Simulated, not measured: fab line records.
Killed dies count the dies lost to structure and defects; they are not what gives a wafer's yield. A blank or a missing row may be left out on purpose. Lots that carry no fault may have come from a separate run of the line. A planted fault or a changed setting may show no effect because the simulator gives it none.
fab line records ; flow sfqLine
record lots=7; wafers=21; lastDay=78
route steps=325 shown M0@32 I0@43 M1@58 I1@73 M8@325
lots that met no fault: taken from a fault-free run of the same line
startH: the number of hours between the record's first day and the start of the first shown wafer of the lot ; waitH: hours elapsed since this lot's preceding step ; " same as the row above ; L1.1+2: one row covering several wafers at once ; - either no value or no given start ; * or withheld: withheld ; < > ~ a bound
route shown NAME@n: NAME is a module with steps in the file, n the number in the route of the first one ; usual: mean and standard deviation over wafers with no fault ; same: alike in all rows ; chamber/n: place in a boat ; sites: the reading at each site ; _std_site: the standard deviation of these ; _edge_site: mean of outer sites minus mean of inner sites ; radiusMm: how far each site lies from the wafer's centre ; mask NAME#n: copy n ; behind: tool/chamber where the wafer was last shaped ; hold: cause of the lot's hold/its duration in hours/its outcome ; device: the n, p or np transistor that did not switch ; end of line: at the end of the route, the tests of the same wafers ; a step without rows: its recipe alone ; killed: the dies lost at the first sort to structure and to defects; this is not the yield of the wafer ; map: a wafer's dies, x killed, . not, _ none there
set.NAME: the setting that was run; set.NAME@STEP: the one run at that earlier step ; model.NAME: the simulator's own value behind a step, which no gauge read
lots at some steps of the route; a table a step, a row a wafer
services: when a tool's chamber went out of use (startH, in hours from the record's first day, below 0 if earlier), for how many hours, and the reason
## steps
# step SFQ_TRILAYER_M0_LITHO_COAT_026
# recipe resist=BARC; spinRpm=3000; resistThkNm=62
# step SFQ_TRILAYER_M0_LITHO_COAT_021
# recipe resist=KrF; spinRpm=3000; resistThkNm=600
# step SFQ_TRILAYER_M0_LITHO_SOFTBAKE_025
# recipe tempC=withheld; timeS=withheld; resist=KrF
# step SFQ_TRILAYER_M0_LITHO_EXPOSE_022
# recipe maskId=M0; na=0.6; sourceShape=conventional; sigmaOuter=0.65; targetCdNm=500; doseMj=14.4
# step SFQ_TRILAYER_M0_LITHO_PEB_024
# recipe pebTempC=115; pebTimeS=60; resist=KrF
# step SFQ_TRILAYER_M0_LITHO_DEVELOP_023
# recipe timeS=60; resist=KrF
# step SFQ_M0_OVL_MEAS_906
# usual M0_OVL=2/6.7
lot.wafer;tool;chamber;startH;waitH;M0_OVL[nm]
L121.4;overlay-02;-;194.89;0.1;5
L121.5;overlay-02;-;194.89;0.1;-4
L121.6;overlay-02;-;194.89;0.1;4
L133.1;overlay-01;-;272.22;0.1;1
L133.2;overlay-01;-;272.22;0.1;-7
L133.5;overlay-01;-;272.22;0.1;2
L134.2;overlay-01;-;281.83;0.1;5
L134.4;overlay-01;-;281.83;0.1;7
L134.5;overlay-01;-;281.83;0.1;5
L135.2;overlay-02;-;287.83;0.1;-3
L135.5;overlay-02;-;287.83;0.1;-2
L135.6;overlay-02;-;287.83;0.1;4
L136.3;overlay-02;-;296.24;0.1;-5
L136.5;overlay-02;-;296.24;0.1;-4
L136.6;overlay-02;-;296.24;0.1;-1
L139.2;overlay-01;-;314.23;0.1;-2
L139.3;overlay-01;-;314.23;0.1;2
L139.6;overlay-01;-;314.23;0.1;1
L141.1;overlay-01;-;321.52;0.1;3
L141.2;overlay-01;-;321.52;0.1;-5
L141.5;overlay-01;-;321.52;0.1;-1
# step SFQ_TRILAYER_M0_BARC_OPEN_METAL_ETCH_031
# recipe maskMaterial=PR; chemistry=O2; targetDepthNm=125; target=BARC; icpW=600; biasW=80; pressureMtorr=10; timeS=41.7
# step SFQ_TRILAYER_M0_ETCH_METAL_ETCH_024
# recipe target=Nb; stopOn=SiO2; maskMaterial=PR; chemistry=Cl2/Ar; targetDepthNm=240; icpW=600; biasW=80; pressureMtorr=10; timeS=120
# step SFQ_TRILAYER_M0_STRIP_STRIP_025
# recipe gas=O2; powerW=200; platenTempC=40; overashFraction=0.65; chemistry=O2; pressureMtorr=50
# usual drypumpMotorCurrentA=5.93/0.28; oesProductAu=0.998/0.012
lot.wafer;tool;chamber;startH;waitH;drypumpMotorCurrentA;oesProductAu;rfHoursCounterH
L121.4;rieMetal-02;0;195.30;0.2;5.58;1.006;-
L121.5;rieMetal-02;1;195.30;0.2;5.77;0.998;-
L121.6;rieMetal-02;0;195.30;0.2;5.56;1.005;-
L133.1;rieMetal-02;1;272.45;0.1;5.76;1.002;34
L133.2;rieMetal-02;0;272.45;0.1;5.58;1.001;127
L133.5;rieMetal-02;0;272.45;0.1;5.59;0.979;-
L134.2;rieMetal-04;1;282.05;0.1;6.09;1.006;68
L134.4;rieMetal-04;0;282.05;0.1;5.84;1.001;-
L134.5;rieMetal-04;1;282.05;0.1;6.09;0.989;-
L135.2;rieMetal-04;1;288.05;0.1;6.05;1.000;70
L135.5;rieMetal-04;1;288.05;0.1;6.07;0.997;-
L135.6;rieMetal-04;0;288.05;0.1;5.84;0.993;-
L136.3;rieMetal-01;1;296.65;0.2;6.35;1.004;-
L136.5;rieMetal-01;0;296.65;0.2;6.21;1.002;-
L136.6;rieMetal-01;1;296.65;0.2;6.29;1.002;-
L139.2;rieMetal-02;0;314.45;0.1;5.60;1.013;136
L139.3;rieMetal-02;0;314.45;0.1;5.55;1.012;-
L139.6;rieMetal-02;1;314.45;0.1;5.76;1.008;-
L141.1;rieMetal-02;1;321.75;0.1;5.76;1.013;45
L141.2;rieMetal-02;0;321.75;0.1;5.57;1.004;138
L141.5;rieMetal-02;1;321.75;0.1;5.78;1.008;-
# step SFQ_TRILAYER_M0_STRIP_SOLV_CLEAN_026
# recipe chemistry=NMP; tempC=70; timeS=600
# step SFQ_TRILAYER_I0_DEP_PECVD_027
# recipe material=SiO2; tempC=150; timeS=111.11; pressureTorr=2.4; rfW=183.3; precursor=SiH4/N2O; targetThkNm=500
# usual heaterPowerW=77/14; throttleValvePct=25.0/1.7
lot.wafer;tool;chamber;startH;waitH;heaterPowerW;throttleValvePct
L121.4;pecvd-04;1;195.91;0.0;63;23.8
L121.5;pecvd-04;2;195.91;0.0;91;24.9
L121.6;pecvd-04;0;195.91;0.0;85;25.8
L133.1;pecvd-02;2;273.22;0.0;69;23.7
L133.2;pecvd-02;0;273.22;0.0;50;23.0
L133.5;pecvd-02;2;273.22;0.0;72;23.3
L134.2;pecvd-03;2;282.82;0.0;63;28.6
L134.4;pecvd-03;1;282.82;0.0;103;26.9
L134.5;pecvd-03;2;282.82;0.0;69;28.4
L135.2;pecvd-02;1;288.82;0.0;59;24.0
L135.5;pecvd-02;2;288.82;0.0;66;23.7
L135.6;pecvd-02;0;288.82;0.0;56;22.9
L136.3;pecvd-04;2;297.22;0.0;91;25.2
L136.5;pecvd-04;2;297.22;0.0;93;25.1
L136.6;pecvd-04;1;297.22;0.0;77;24.2
L139.2;pecvd-02;0;315.24;0.0;56;22.9
L139.3;pecvd-02;2;315.24;0.0;68;23.8
L139.6;pecvd-02;1;315.24;0.0;64;24.1
L141.1;pecvd-03;0;322.54;0.0;76;23.3
L141.2;pecvd-03;1;322.54;0.0;100;26.8
L141.5;pecvd-03;0;322.54;0.0;80;23.4
# step SFQ_TRILAYER_I0_CMP_CMP_028
# recipe material=SiO2; downForcePsi=3; platenRpm=60; padVelocityMS=0.94248
# usual headPressurePsi=3.000/0.0073; motorCurrentA=10.7/1; slurryFilterDpKPa=13.48/0.12; timeToEndpointS=211/8.2
lot.wafer;tool;chamber;startH;waitH;headPressurePsi;motorCurrentA;slurryFilterDpKPa;timeToEndpointS;model.SiO2_of_TRILAYER_I0_DEP_PECVD_027.thkNm
L121.4;cmp-01;3;204.54;8.6;3.002;11.2;13.42;221;200.1
L121.6;cmp-01;1;205.54;9.6;2.994;12.8;13.68;217;200.6
L121.5;cmp-01;2;205.54;9.6;2.998;11.5;13.54;217;198.3
L133.1;cmp-01;3;280.04;6.8;3.000;10.8;13.38;219;198.8
L133.2;cmp-01;1;281.04;7.8;2.987;12.3;13.59;217;200.9
L133.5;cmp-01;2;281.04;7.8;3.003;10.6;13.68;208;196.7
L134.2;cmp-01;3;289.04;6.2;2.999;10.9;13.28;225;199.7
L134.4;cmp-01;1;290.04;7.1;2.993;12.2;13.59;288;308.6
L134.5;cmp-01;3;291.04;8.1;2.985;10.8;13.36;288;306.8
L135.2;cmp-01;3;292.04;3.2;2.993;10.5;13.58;217;201.2
L135.6;cmp-01;2;293.54;4.6;2.992;11.2;13.34;208;199.2
L135.5;cmp-01;3;293.54;4.6;2.996;11.2;13.62;280;305
L136.3;cmp-01;1;297.54;0.3;3.008;12.6;13.44;225;201.6
L136.6;cmp-01;1;299.54;2.2;3.012;12.6;13.28;219;201.6
L136.5;cmp-01;2;299.54;2.2;3.001;11.5;13.64;291;308.7
L139.2;cmp-02;3;317.47;2.2;3.004;11.0;13.55;194;197.1
L139.3;cmp-02;0;317.47;2.2;3.001;9.8;13.31;203;199.5
L139.6;cmp-02;2;318.97;3.7;2.992;9.5;13.43;214;199.6
L141.2;cmp-02;1;322.97;0.4;2.991;9.1;13.61;208;198.7
L141.1;cmp-02;3;323.97;1.4;3.000;11.2;13.46;190;198.5
L141.5;cmp-02;1;324.97;2.4;2.991;9.4;13.54;210;199.5
# step SFQ_I0_BOW_MEAS_907
# recipe mode=bow
# usual I0_BOW=1/6.7
lot.wafer;tool;chamber;startH;waitH;I0_BOW[um]
L121.4;filmMetro-03;-;206.60;1.6;11
L121.5;filmMetro-03;-;206.60;1.6;15
L121.6;filmMetro-03;-;206.60;1.6;4
L133.1;filmMetro-04;-;282.54;2.0;4
L133.2;filmMetro-04;-;282.54;2.0;-1
L133.5;filmMetro-04;-;282.54;2.0;-5
L134.2;filmMetro-04;-;291.56;2.0;9
L134.4;filmMetro-04;-;291.56;2.0;1
L134.5;filmMetro-04;-;291.56;2.0;10
L135.2;filmMetro-04;-;294.56;2.0;-11
L135.5;filmMetro-04;-;294.56;2.0;-2
L135.6;filmMetro-04;-;294.56;2.0;4
L136.3;filmMetro-04;-;300.58;2.5;-6
L136.5;filmMetro-04;-;300.58;2.5;-5
L136.6;filmMetro-04;-;300.58;2.5;-3
L139.2;filmMetro-03;-;319.99;2.0;3
L139.3;filmMetro-03;-;319.99;2.0;-9
L139.6;filmMetro-03;-;319.99;2.0;4
L141.1;filmMetro-04;-;325.97;1.5;-11
L141.2;filmMetro-04;-;325.97;1.5;-7
L141.5;filmMetro-04;-;325.97;1.5;-9
# step SFQ_TRILAYER_I0_METRO_MEASURE_029
# usual thkNm=199.5/1.4
lot.wafer;tool;chamber;startH;waitH;thkNm
L121.4;filmMetro-03;-;207.26;0.6;200.2
L121.5;filmMetro-03;-;207.26;0.6;198.3
L121.6;filmMetro-03;-;207.26;0.6;200.6
L133.1;filmMetro-04;-;282.66;0.1;198.8
L133.2;filmMetro-04;-;282.66;0.1;201.0
L133.5;filmMetro-04;-;282.66;0.1;196.7
L134.2;filmMetro-04;-;291.86;0.3;199.9
L134.4;filmMetro-04;-;291.86;0.3;308.5
L134.5;filmMetro-04;-;291.86;0.3;306.7
L135.2;filmMetro-04;-;294.86;0.3;201.2
L135.5;filmMetro-04;-;294.86;0.3;305.0
L135.6;filmMetro-04;-;294.86;0.3;199.2
L136.3;filmMetro-04;-;301.06;0.5;201.6
L136.5;filmMetro-04;-;301.06;0.5;308.4
L136.6;filmMetro-04;-;301.06;0.5;201.7
L139.2;filmMetro-03;-;320.29;0.3;197.1
L139.3;filmMetro-03;-;320.29;0.3;199.4
L139.6;filmMetro-03;-;320.29;0.3;199.5
L141.1;filmMetro-04;-;326.09;0.1;198.6
L141.2;filmMetro-04;-;326.09;0.1;198.8
L141.5;filmMetro-04;-;326.09;0.1;199.5
# step SFQ_TRILAYER_I0_VIA_LITHO_COAT_036
# recipe resist=BARC; spinRpm=3000; resistThkNm=62
# step SFQ_TRILAYER_I0_VIA_LITHO_COAT_031
# recipe resist=KrF; spinRpm=3000; resistThkNm=650
# step SFQ_TRILAYER_I0_VIA_LITHO_SOFTBAKE_035
# recipe tempC=withheld; timeS=withheld; resist=KrF
# step SFQ_TRILAYER_I0_VIA_LITHO_EXPOSE_032
# recipe maskId=I0; na=0.6; sourceShape=conventional; sigmaOuter=0.65; targetCdNm=500; doseMj=21.3
# step SFQ_TRILAYER_I0_VIA_LITHO_PEB_034
# recipe pebTempC=115; pebTimeS=60; resist=KrF
# step SFQ_TRILAYER_I0_VIA_LITHO_DEVELOP_033
# recipe timeS=60; resist=KrF
# step SFQ_I0_OVL_MEAS_908
# usual I0_OVL=2/5.5
lot.wafer;tool;chamber;startH;waitH;I0_OVL[nm]
L121.4;overlay-01;-;247.12;0.1;-1
L121.5;overlay-01;-;247.12;0.1;1
L121.6;overlay-01;-;247.12;0.1;-5
L133.1;overlay-01;-;342.98;0.1;7
L133.2;overlay-01;-;342.98;0.1;8
L133.5;overlay-01;-;342.98;0.1;9
L134.2;overlay-01;-;353.79;0.1;2
L134.4;overlay-01;-;353.79;0.1;0
L134.5;overlay-01;-;353.79;0.1;3
L135.2;overlay-01;-;357.39;0.1;13
L135.5;overlay-01;-;357.39;0.1;3
L135.6;overlay-01;-;357.39;0.1;11
L136.3;overlay-02;-;364.59;0.1;-5
L136.5;overlay-02;-;364.59;0.1;-4
L136.6;overlay-02;-;364.59;0.1;2
L139.2;overlay-01;-;386.94;0.1;1
L139.3;overlay-01;-;386.94;0.1;5
L139.6;overlay-01;-;386.94;0.1;2
L141.1;overlay-02;-;395.33;0.1;4
L141.2;overlay-02;-;395.33;0.1;12
L141.5;overlay-02;-;395.33;0.1;6
# step SFQ_TRILAYER_I0_VIA_BARC_OPEN_VIA_ETCH_046
# recipe maskMaterial=PR; chemistry=O2; targetDepthNm=125; target=BARC; sourceW=500; biasW=80; pressureMtorr=30; timeS=41.7
# usual drypumpMotorCurrentA=5.9/0.55; oesProductAu=0.686/0.0045
lot.wafer;tool;chamber;startH;waitH;drypumpMotorCurrentA;oesProductAu;rfHoursCounterH
L121.4;rieDiel-03;2;247.13;0.0;6.2;0.687;111
L121.5;rieDiel-03;3;247.13;0.0;4.9;0.683;-
L121.6;rieDiel-03;2;247.13;0.0;6.2;0.691;-
L133.1;rieDiel-04;3;343.02;0.0;5.7;0.687;2
L133.2;rieDiel-04;2;343.02;0.0;6.7;0.684;11
L133.5;rieDiel-04;1;343.02;0.0;5.6;0.690;-
L134.2;rieDiel-03;1;353.82;0.0;6.3;0.685;43
L134.4;rieDiel-03;3;353.82;0.0;4.9;0.692;88
L134.5;rieDiel-03;2;353.82;0.0;6.3;0.688;-
L135.2;rieDiel-01;3;357.42;0.0;5.9;0.680;49
L135.5;rieDiel-01;1;357.42;0.0;6.0;0.695;-
L135.6;rieDiel-01;0;357.42;0.0;4.9;0.685;-
L136.3;rieDiel-03;1;364.62;0.0;6.4;0.693;44
L136.5;rieDiel-03;0;364.62;0.0;6.3;0.682;-
L136.6;rieDiel-03;3;364.62;0.0;4.9;0.689;-
L139.2;rieDiel-01;2;386.97;0.0;6.3;0.677;107
L139.3;rieDiel-01;3;386.97;0.0;6.0;0.683;50
L139.6;rieDiel-01;1;386.97;0.0;6.0;0.686;-
L141.1;rieDiel-04;2;395.37;0.0;6.7;0.686;11
L141.2;rieDiel-04;1;395.37;0.0;5.7;0.693;102
L141.5;rieDiel-04;2;395.37;0.0;6.7;0.691;-
# step SFQ_TRILAYER_I0_VIA_ETCH_VIA_ETCH_034
# recipe target=SiO2; stopOn=Nb; maskMaterial=PR; taperDeg=20; chemistry=CHF3; targetDepthNm=260; sourceW=500; biasW=80; pressureMtorr=30; timeS=withheld
# usual drypumpMotorCurrentA=5.9/0.54; oesProductAu=0.853/0.0057
lot.wafer;tool;chamber;startH;waitH;drypumpMotorCurrentA;oesProductAu;model.I0.featureDepthNm;model.etch.depthNm
L121.4;rieDiel-03;2;247.17;0.0;6.3;0.850;200.1;200.1
L121.5;rieDiel-03;3;247.17;0.0;4.9;0.853;198.3;198.3
L121.6;rieDiel-03;2;247.17;0.0;6.3;0.867;200.6;200.6
L133.1;rieDiel-04;3;343.06;0.0;5.7;0.852;198.8;198.8
L133.2;rieDiel-04;2;343.06;0.0;6.7;0.864;200.9;200.9
L133.5;rieDiel-04;1;343.06;0.0;5.7;0.851;196.7;196.7
L134.2;rieDiel-03;1;353.86;0.0;6.3;0.861;199.7;199.7
L134.4;rieDiel-03;3;353.86;0.0;4.9;0.992;257.1;257.1
L134.5;rieDiel-03;2;353.86;0.0;6.3;1.022;269.7;269.7
L135.2;rieDiel-01;3;357.46;0.0;5.9;0.859;201.2;201.2
L135.5;rieDiel-01;1;357.46;0.0;6.0;0.993;257.2;257.2
L135.6;rieDiel-01;0;357.46;0.0;4.9;0.856;199.2;199.2
L136.3;rieDiel-03;1;364.66;0.0;6.4;0.862;201.6;201.6
L136.5;rieDiel-03;0;364.66;0.0;6.3;1.019;266.3;266.3
L136.6;rieDiel-03;3;364.66;0.0;4.9;0.858;201.6;201.6
L139.2;rieDiel-01;2;387.01;0.0;6.3;0.850;197.1;197.1
L139.3;rieDiel-01;3;387.01;0.0;5.9;0.857;199.5;199.5
L139.6;rieDiel-01;1;387.01;0.0;6.0;0.856;199.6;199.6
L141.1;rieDiel-04;2;395.41;0.0;6.6;0.849;198.5;198.5
L141.2;rieDiel-04;1;395.41;0.0;5.7;0.847;198.7;198.7
L141.5;rieDiel-04;2;395.41;0.0;6.7;0.854;199.5;199.5
# step SFQ_TRILAYER_I0_VIA_STRIP_STRIP_035
# recipe gas=O2; powerW=200; platenTempC=40; overashFraction=0.65; chemistry=O2; pressureMtorr=50
# usual drypumpMotorCurrentA=6.0/0.31; oesProductAu=0.995/0.011
lot.wafer;tool;chamber;startH;waitH;drypumpMotorCurrentA;oesProductAu;rfHoursCounterH
L121.4;rieMetal-02;1;247.49;-;5.8;1.012;-
L121.5;rieMetal-02;0;247.49;-;5.5;0.988;-
L121.6;rieMetal-02;1;247.49;-;5.8;1.013;-
L133.1;rieMetal-04;0;343.17;-;5.9;0.982;43
L133.2;rieMetal-04;1;343.17;-;6.1;0.991;78
L133.5;rieMetal-04;0;343.17;-;5.9;0.971;-
L134.2;rieMetal-04;0;353.97;-;5.8;0.984;45
L134.4;rieMetal-04;1;353.97;-;6.1;1.011;-
L134.5;rieMetal-04;1;353.97;-;6.1;1.006;-
L135.2;rieMetal-02;0;357.57;-;5.5;1.006;144
L135.5;rieMetal-02;1;357.57;-;5.8;0.993;-
L135.6;rieMetal-02;0;357.57;-;5.6;1.009;-
L136.3;rieMetal-04;0;364.97;-;5.8;0.988;-
L136.5;rieMetal-04;1;364.97;-;6.1;1.009;-
L136.6;rieMetal-04;0;364.97;-;5.8;0.991;-
L139.2;rieMetal-03;0;387.12;-;5.9;0.989;56
L139.3;rieMetal-03;0;387.12;-;5.9;0.979;-
L139.6;rieMetal-03;0;387.12;-;5.9;0.981;-
L141.1;rieMetal-03;0;395.52;-;5.9;0.991;58
L141.2;rieMetal-03;1;395.52;-;6.6;0.992;16
L141.5;rieMetal-03;1;395.52;-;6.6;0.989;-
# step SFQ_TRILAYER_I0_VIA_STRIP_SOLV_CLEAN_036
# recipe chemistry=NMP; tempC=70; timeS=600
# step SFQ_TRILAYER_M1_DEP_PRE_CLEAN_038
# recipe gas=Ar; timeS=22.5; biasV=250
lot.wafer;tool;chamber;startH;waitH;model.SiO2_of_TRILAYER_I0_DEP_PECVD_027.thkNm
L121.4;pvdSputter-05;-;248.06;0.0;192.6
L121.5;pvdSputter-05;-;248.06;0.0;190.8
L121.6;pvdSputter-05;-;248.06;0.0;193.1
L133.1;pvdSputter-06;-;343.94;0.0;191.3
L133.2;pvdSputter-06;-;343.94;0.0;193.4
L133.5;pvdSputter-06;-;343.94;0.0;189.2
L134.2;pvdSputter-06;-;354.74;0.0;192.2
L134.4;pvdSputter-06;-;354.74;0.0;301.1
L134.5;pvdSputter-06;-;354.74;0.0;299.3
L135.2;pvdSputter-05;-;358.34;0.0;193.7
L135.5;pvdSputter-05;-;358.34;0.0;297.5
L135.6;pvdSputter-05;-;358.34;0.0;191.7
L136.3+6;pvdSputter-03;-;365.54;0.0;194.1
L136.5;pvdSputter-03;-;365.54;0.0;301.2
L139.2;pvdSputter-03;-;387.89;0.0;189.6
L139.3;pvdSputter-03;-;387.89;0.0;192
L139.6;pvdSputter-03;-;387.89;0.0;192.1
L141.1;pvdSputter-06;-;396.29;0.0;191
L141.2;pvdSputter-06;-;396.29;0.0;191.2
L141.5;pvdSputter-06;-;396.29;0.0;192
# step SFQ_TRILAYER_M1_DEP_SPUTTER_037
# recipe material=Nb; basePressurePa=1.33e-06; chamberPressurePa=0.1333; substrateTempC=20; resputterCathodeVoltageV=400; targetThkNm=200; powerW=2000; timeS=133.3
# step SFQ_M1_RS_MEAS_909
# recipe thkMeasGauge=four-point-probe; reads=Nb_of_TRILAYER_M1_DEP_SPUTTER_037
# usual M1_NB_RS=0.900/0.017
lot.wafer;tool;chamber;startH;waitH;M1_NB_RS[ohm/sq]
L121.4;filmMetro-03;-;248.24;0.1;0.891
L121.5;filmMetro-03;-;248.24;0.1;0.881
L121.6;filmMetro-03;-;248.24;0.1;0.899
L133.1;filmMetro-04;-;344.07;0.0;0.919
L133.2;filmMetro-04;-;344.07;0.0;0.903
L133.5;filmMetro-04;-;344.07;0.0;0.919
L134.2;filmMetro-02;-;354.88;0.1;0.930
L134.4;filmMetro-02;-;354.88;0.1;0.925
L134.5;filmMetro-02;-;354.88;0.1;0.933
L135.2;filmMetro-03;-;358.48;0.1;0.891
L135.5;filmMetro-03;-;358.48;0.1;0.898
L135.6;filmMetro-03;-;358.48;0.1;0.899
L136.3;filmMetro-02;-;365.70;0.1;0.886
L136.5;filmMetro-02;-;365.70;0.1;0.884
L136.6;filmMetro-02;-;365.70;0.1;0.890
L139.2;filmMetro-03;-;388.03;0.1;0.899
L139.3;filmMetro-03;-;388.03;0.1;0.894
L139.6;filmMetro-03;-;388.03;0.1;0.890
L141.1;filmMetro-04;-;396.41;0.0;0.893
L141.2;filmMetro-04;-;396.41;0.0;0.901
L141.5;filmMetro-04;-;396.41;0.0;0.902
# step SFQ_TRILAYER_M1_LITHO_COAT_044
# recipe resist=BARC; spinRpm=3000; resistThkNm=62
# step SFQ_TRILAYER_M1_LITHO_COAT_039
# recipe resist=KrF; spinRpm=3000; resistThkNm=600
# step SFQ_TRILAYER_M1_LITHO_SOFTBAKE_043
# recipe tempC=withheld; timeS=withheld; resist=KrF
# step SFQ_TRILAYER_M1_LITHO_EXPOSE_040
# recipe maskId=M1; na=0.6; sourceShape=conventional; sigmaOuter=0.65; targetCdNm=500; doseMj=14.4
# step SFQ_TRILAYER_M1_LITHO_PEB_042
# recipe pebTempC=115; pebTimeS=60; resist=KrF
# step SFQ_TRILAYER_M1_LITHO_DEVELOP_041
# recipe timeS=60; resist=KrF
# step SFQ_M1_OVL_MEAS_911
# usual M1_OVL=0/5.6
lot.wafer;tool;chamber;startH;waitH;M1_OVL[nm]
L121.4;overlay-01;-;308.30;0.1;4
L121.5;overlay-01;-;308.30;0.1;-9
L121.6;overlay-01;-;308.30;0.1;-4
L133.1;overlay-02;-;412.13;0.1;0
L133.2;overlay-02;-;412.13;0.1;-3
L133.5;overlay-02;-;412.13;0.1;-1
L134.2;overlay-02;-;424.14;0.1;-4
L134.4;overlay-02;-;424.14;0.1;-5
L134.5;overlay-02;-;424.14;0.1;-10
L135.2;overlay-01;-;428.94;0.1;-1
L135.5;overlay-01;-;428.94;0.1;3
L135.6;overlay-01;-;428.94;0.1;2
L136.3;overlay-01;-;437.34;0.1;4
L136.5;overlay-01;-;437.34;0.1;2
L136.6;overlay-01;-;437.34;0.1;6
L139.2;overlay-02;-;458.94;0.1;1
L139.3;overlay-02;-;458.94;0.1;-2
L139.6;overlay-02;-;458.94;0.1;-4
L141.1;overlay-02;-;476.03;0.1;3
L141.2;overlay-02;-;476.03;0.1;-1
L141.5;overlay-02;-;476.03;0.1;-3
# step SFQ_TRILAYER_M1_BARC_OPEN_METAL_ETCH_054
# recipe maskMaterial=PR; chemistry=O2; targetDepthNm=125; target=BARC; icpW=600; biasW=80; pressureMtorr=10; timeS=41.7
# step SFQ_TRILAYER_M1_ETCH_METAL_ETCH_042
# recipe target=Nb; stopOn=SiO2; maskMaterial=PR; chemistry=Cl2/Ar; targetDepthNm=240; icpW=600; biasW=80; pressureMtorr=10; timeS=120
# step SFQ_TRILAYER_M1_STRIP_STRIP_043
# recipe gas=O2; powerW=200; platenTempC=40; overashFraction=0.65; chemistry=O2; pressureMtorr=50
# step SFQ_TRILAYER_M1_STRIP_SOLV_CLEAN_044
# recipe chemistry=NMP; tempC=70; timeS=600
# step SFQ_TRILAYER_I1_DEP_PECVD_045
# recipe material=SiO2; tempC=150; timeS=111.11; pressureTorr=2.4; rfW=183.3; precursor=SiH4/N2O; targetThkNm=500
# usual heaterPowerW=83/11; throttleValvePct=25.5/1.7
lot.wafer;tool;chamber;startH;waitH;heaterPowerW;throttleValvePct
L121.4;pecvd-01;2;309.96;0.0;80;24.9
L121.5;pecvd-01;1;309.96;0.0;84;23.7
L121.6;pecvd-01;0;309.96;0.0;64;25.6
L133.1;pecvd-01;1;413.14;0.0;101;23.6
L133.2;pecvd-01;0;413.14;0.0;75;26.1
L133.5;pecvd-01;2;413.14;0.0;79;25.3
L134.2;pecvd-03;1;425.14;0.0;103;27.2
L134.4;pecvd-03;2;425.14;0.0;72;28.7
L134.5;pecvd-03;0;425.14;0.0;87;23.5
L135.2;pecvd-03;2;429.93;0.0;75;28.8
L135.5;pecvd-03;0;429.93;0.0;72;23.2
L135.6;pecvd-03;1;429.93;0.0;100;27.0
L136.3;pecvd-04;2;438.33;0.0;102;25.5
L136.5;pecvd-04;2;438.33;0.0;85;25.7
L136.6;pecvd-04;0;438.33;0.0;86;26.8
L139.2;pecvd-03;1;459.93;0.0;95;27.0
L139.3;pecvd-03;0;459.93;0.0;82;23.4
L139.6;pecvd-03;2;459.93;0.0;73;28.6
L141.1;pecvd-03;2;477.04;0.0;68;28.6
L141.2;pecvd-03;0;477.04;0.0;82;23.3
L141.5;pecvd-03;1;477.04;0.0;102;27.1
# step SFQ_M8_BOW_MEAS_951
# recipe mode=bow
# usual M8_BOW=10/12
lot.wafer;tool;chamber;startH;waitH;M8_BOW[um];model.etest.i0.linkOhm
L121.4;filmMetro-01;-;1631.58;0.1;29;1.976
L121.5;filmMetro-01;-;1631.58;0.1;31;1.935
L121.6;filmMetro-01;-;1631.58;0.1;21;1.98
L133.1;filmMetro-03;-;1777.25;0.0;25;2.003
L133.2;filmMetro-03;-;1777.25;0.0;21;1.968
L133.5;filmMetro-03;-;1777.25;0.0;17;1.981
L134.2;filmMetro-03;-;1780.92;0.0;30;2.006
L134.4;filmMetro-03;-;1780.92;0.0;21;1e+06
L134.5;filmMetro-03;-;1780.92;0.0;30;1e+06
L135.2;filmMetro-03;-;1851.68;0.0;5;1.963
L135.5;filmMetro-03;-;1851.68;0.0;16;1e+06
L135.6;filmMetro-03;-;1851.68;0.0;19;1.967
L136.3;filmMetro-04;-;1855.30;0.0;-5;1.955
L136.5;filmMetro-04;-;1855.30;0.0;-6;1e+06
L136.6;filmMetro-04;-;1855.30;0.0;-3;1.96
L139.2;filmMetro-03;-;1865.01;0.0;4;1.966
L139.3;filmMetro-03;-;1865.01;0.0;-8;1.98
L139.6;filmMetro-03;-;1865.01;0.0;5;1.95
L141.1;filmMetro-03;-;1869.79;0.0;-16;1.95
L141.2;filmMetro-03;-;1869.79;0.0;-10;1.976
L141.5;filmMetro-03;-;1869.79;0.0;-12;1.979
## services
tool;chamber;startH;hours;kind
cmp-01;-;176.22;8.9;pm
rieMetal-04;-;183.36;0.2;repair
filmMetro-04;-;184.68;0.6;pm
cmp-01;-;184.74;6.8;repair
pecvd-03;-;189.08;1.2;repair
filmMetro-04;-;216.73;3.3;repair
rieMetal-04;-;225.93;14.6;pm
cmp-01;-;235.18;0.5;repair
cmp-01;-;236.54;4.0;pm
pecvd-03;-;243.61;2.4;repair
rieMetal-04;-;250.74;4.3;pm
rieMetal-04;-;257.96;6.2;repair
filmMetro-04;-;262.41;0.5;pm
pecvd-03;-;264.61;0.3;repair
cmp-01;-;269.24;0.3;repair
cmp-01;-;305.64;0.8;repair
pecvd-03;2;347.79;13.0;repair
pecvd-03;0;369.39;4.7;repair
rieMetal-02;-;384.48;4.3;pm
pecvd-03;-;389.35;1.0;repair
rieMetal-02;-;415.13;0.5;repair
rieDiel-03;0;447.18;4.3;repair
rieDiel-03;1;451.00;3.9;repair
pecvd-03;-;474.81;0.7;repair
## key
firstSign step=SFQ_TRILAYER_I0_CMP_CMP_028; reading=timeToEndpointS; direction=up; sigmas=9.3; usual=*; struck=*
effect step=SFQ_TRILAYER_I0_METRO_MEASURE_029; reading=thkNm; direction=up; sigmas=79; usual=199.5; struck=307.2
effect step=SFQ_TRILAYER_I0_VIA_ETCH_VIA_ETCH_034; reading=oesProductAu; direction=up; sigmas=27; usual=0.853; struck=1.006
modelEffect step=SFQ_TRILAYER_I0_CMP_CMP_028; value=SiO2_of_TRILAYER_I0_DEP_PECVD_027.thkNm; without=199.4; struck=307.3
modelEffect step=SFQ_TRILAYER_I0_VIA_ETCH_VIA_ETCH_034; value=I0.featureDepthNm; without=199.4; struck=262.6
modelEffect step=SFQ_TRILAYER_M1_DEP_PRE_CLEAN_038; value=SiO2_of_TRILAYER_I0_DEP_PECVD_027.thkNm; without=191.9; struck=299.8
modelEffect step=SFQ_M8_BOW_MEAS_951; value=etest.i0.linkOhm; without=1.982; struck=1e+06
metAt SFQ_TRILAYER_I0_CMP_CMP_028
struckWafers L134.4,L134.5,L135.5,L136.5
onsetBetween 280.04 289.04
fault kind=processParameterDrift; tool=cmp-01; chamber=-; onsetH=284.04; steps=SFQ_TRILAYER_I0_CMP_CMP_028; channel=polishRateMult; offset=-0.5; shape=step; endH=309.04; scope=struckWafersOnly
